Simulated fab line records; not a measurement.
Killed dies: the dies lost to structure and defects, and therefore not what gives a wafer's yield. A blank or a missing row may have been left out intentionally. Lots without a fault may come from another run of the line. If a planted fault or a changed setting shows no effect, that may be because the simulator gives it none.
Which tool was responsible?	flow sky130	36 wafers from 12 lots sampled at 5 of the route's 708 steps

== WHAT EACH GAUGE READ, for each wafer ==
SKY_VIA2_THK_MEAS_01. Usual: VIA2_HDPCVD_THK 1181 nm, standard deviation 11.
lot	measured	on	VIA2_HDPCVD_THK (nm)	flag
L805	day 35 14:58	film_metro-01	1191 1200 1186	
L807	day 36 04:17	film_metro-04	1182 1180 1188	
L810	day 37 06:17	film_metro-03	1179 1177 1183	
L812	day 38 10:56	film_metro-04	1194 1197 1178	
L815	day 39 00:27	film_metro-03	1162 1186 1179	
L817	day 39 17:50	film_metro-03	1176 1166 1165	
L818	day 40 11:08	film_metro-01	1171 1198 2175	OFF
L821	day 40 12:51	film_metro-01	1184 2179 1187	OFF
L820	day 40 13:39	film_metro-03	2168 1172 2172	OFF
L822	day 40 18:19	film_metro-03	1181 1187 2176	OFF
L826	day 41 17:27	film_metro-04	1170 1161 1164	
L828	day 42 06:11	film_metro-01	1187 1191 1190	

SKY_VIA2_CD_MEAS_12: target cd 200 nm. Usual: 199.9 nm for cd_nm, sd 1.5.
lot	measured	on	cd_nm (nm)	flag
L805	day 36 17:47	cd_sem-02	199.6 197.2 197.9	
L807	day 37 07:37	cd_sem-01	199.5 200.6 199.1	
L810	day 38 08:28	cd_sem-01	201.7 199.5 200.6	
L812	day 39 11:53	cd_sem-02	200.2 200.8 201.0	
L815	day 40 01:53	cd_sem-01	200.5 199.6 199.9	
L817	day 40 17:56	cd_sem-02	200.8 200.8 201.0	
L818	day 41 11:35	cd_sem-02	200.1 200.9 200.5	
L821	day 41 13:14	cd_sem-02	199.6 199.4 201.2	
L820	day 41 14:46	cd_sem-02	202.6 200.1 201.9	
L822	day 41 18:55	cd_sem-02	201.4 202.5 202.7	
L826	day 42 17:31	cd_sem-02	199.7 200.4 201.0	
L828	day 43 05:40	cd_sem-01	200.3 200.8 200.6	

== TOOL THAT RAN EACH LOT (tool first, then ch and the chambers of the sampled wafers, then the start) ==
lot	SKY_VIA1_CMP_24	SKY_METAL2_STRIP_20	SKY_VIA2_HDPCVD_00
L805	cmp-02 ch 0,1,2, day 34 10:25	plasma_asher-01 ch 0,1, day 35 14:11	hdpcvd-02 ch 1,2, day 35 14:50
L807	cmp-01 ch 0,2,3, day 35 00:27	plasma_asher-01 ch 0,1, day 36 03:32	hdpcvd-02 ch 0,2, day 36 04:10
L810	cmp-01 ch 1,3, day 36 02:25	plasma_asher-01 ch 0,1, day 37 05:32	hdpcvd-02 ch 0,1,2, day 37 06:10
L812	cmp-02 ch 0,3, day 37 07:35	plasma_asher-01 ch 0,1, day 38 10:10	hdpcvd-02 ch 0,1, day 38 10:47
L815	cmp-01 ch 0,1,2, day 37 21:13	plasma_asher-04 ch 0,1, day 38 23:43	hdpcvd-01 ch 0,1,2, day 39 00:19
L817	cmp-01 ch 0,1, day 38 14:55	plasma_asher-04 ch 1, day 39 17:07	hdpcvd-02 ch 0,1,2, day 39 17:43
L818	cmp-02 ch 0,2, day 39 08:50	plasma_asher-02 ch 1, day 40 10:23	hdpcvd-02 ch 1,2, day 40 10:59
L821	cmp-02 ch 1,2, day 39 11:00	plasma_asher-01 ch 0,1, day 40 12:01	hdpcvd-02 ch 0,1,2, day 40 12:45
L820	cmp-01 ch 0,2,3, day 39 11:27	plasma_asher-04 ch 0,1, day 40 12:56	hdpcvd-02 ch 1,2, day 40 13:32
L822	cmp-02 ch 0,1,2, day 39 16:49	plasma_asher-01 ch 0,1, day 40 17:37	hdpcvd-02 ch 1,2, day 40 18:11
L826	cmp-02 ch 0,1,2, day 40 16:01	plasma_asher-04 ch 0,1, day 41 16:44	hdpcvd-01 ch 0,2, day 41 17:19
L828	cmp-02 ch 2,3, day 41 04:28	plasma_asher-01 ch 0,1, day 42 05:26	hdpcvd-01 ch 0,1, day 42 06:03
- SKY_VIA1_CMP_24: polishes, stops on SiO2, t overpolish 15 s, target thk 0 nm.
- SKY_METAL2_STRIP_20: strips in O2/N2.
- SKY_VIA2_HDPCVD_00: deposits SiO2, target thk 1180 nm, time 196.7 s.

== AS READ BY THE TOOLS THEMSELVES (means over the sampled wafers that have a number; for cases with no such wafer, the mark the record gives instead) ==
SKY_VIA1_CMP_24. Usual: motor_current_A 10.9 A, standard deviation 1; overpolish_run_s 14.999 s, standard deviation 0.0098; time_to_endpoint_s 63 s, standard deviation 3.3.
lot	tool	motor_current_A (A)	overpolish_run_s (s)	time_to_endpoint_s (s)	flag
L805	cmp-02	10.5	14.998	62	
L807	cmp-01	11.8	14.995	68	
L810	cmp-01	11.2	15.001	63	
L812	cmp-02	11.3	15.000	62	
L815	cmp-01	12.0	15.003	67	
L817	cmp-01	11.6	15.006	66	
L818	cmp-02	10.2	14.997	61	
L821	cmp-02	9.6	15.000	60	
L820	cmp-01	11.9	15.004	63	
L822	cmp-02	10.6	15.002	62	
L826	cmp-02	10.4	14.997	63	
L828	cmp-02	10.1	14.989	59	

SKY_METAL2_STRIP_20. Usual: drypump_motor_current_A 5.7 A, standard deviation 0.39; oes_product_au 0.342 a.u., standard deviation 0.0045; strip_time_to_endpoint_s 2.69 s, standard deviation 0.04.
lot	tool	drypump_motor_current_A (A)	oes_product_au (a.u.)	strip_time_to_endpoint_s (s)	flag
L805	plasma_asher-01	5.3	0.343	2.71	
L807	plasma_asher-01	5.4	0.342	2.72	
L810	plasma_asher-01	5.3	0.341	2.68	
L812	plasma_asher-01	5.6	0.346	2.74	
L815	plasma_asher-04	5.6	0.340	2.69	
L817	plasma_asher-04	5.7	0.347	2.71	
L818	plasma_asher-02	5.9	0.342	2.69	
L821	plasma_asher-01	5.3	0.342	2.66	
L820	plasma_asher-04	5.6	0.341	2.69	
L822	plasma_asher-01	5.4	0.335	2.64	
L826	plasma_asher-04	5.6	0.344	2.68	
L828	plasma_asher-01	5.4	0.343	2.69	

== THE ANSWER, worked out from the rows above alone ==
Rule: a lot counts as off when the mean over its wafers that have a number is more than 3 standard deviations away from the usual mean. Also off: a lot with no number at a reading for which 4 or more lots have one. Any other lot the step has rows for is counted as sound. First the gauges in route order, then the tools' own readings, where a lot's mean is used as printed above. The first step at which some lot is off is used, and at that step the reading that is off furthest; a lot without a number counts as furthest.
Off: at SKY_VIA2_THK_MEAS_01 (VIA2_HDPCVD_THK), L818, L821, L820, L822.
A tool fits if, at a process step before that reading, it ran every lot that is off, and no sound lot after the first of them. Those tools and the gauges at SKY_VIA2_THK_MEAS_01 are tried in the same way. One fits: hdpcvd-02 at SKY_VIA2_HDPCVD_00. Its last sound lot is L817 (day 39 17:43), its first lot that is off L818 (day 40 10:59): a fault that began between those two fits.

== WHAT THE SIMULATOR HAD PUT IN ==
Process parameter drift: hdpcvd-02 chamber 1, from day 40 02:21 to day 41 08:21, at SKY_VIA2_HDPCVD_00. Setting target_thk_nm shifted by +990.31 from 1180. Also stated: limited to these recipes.
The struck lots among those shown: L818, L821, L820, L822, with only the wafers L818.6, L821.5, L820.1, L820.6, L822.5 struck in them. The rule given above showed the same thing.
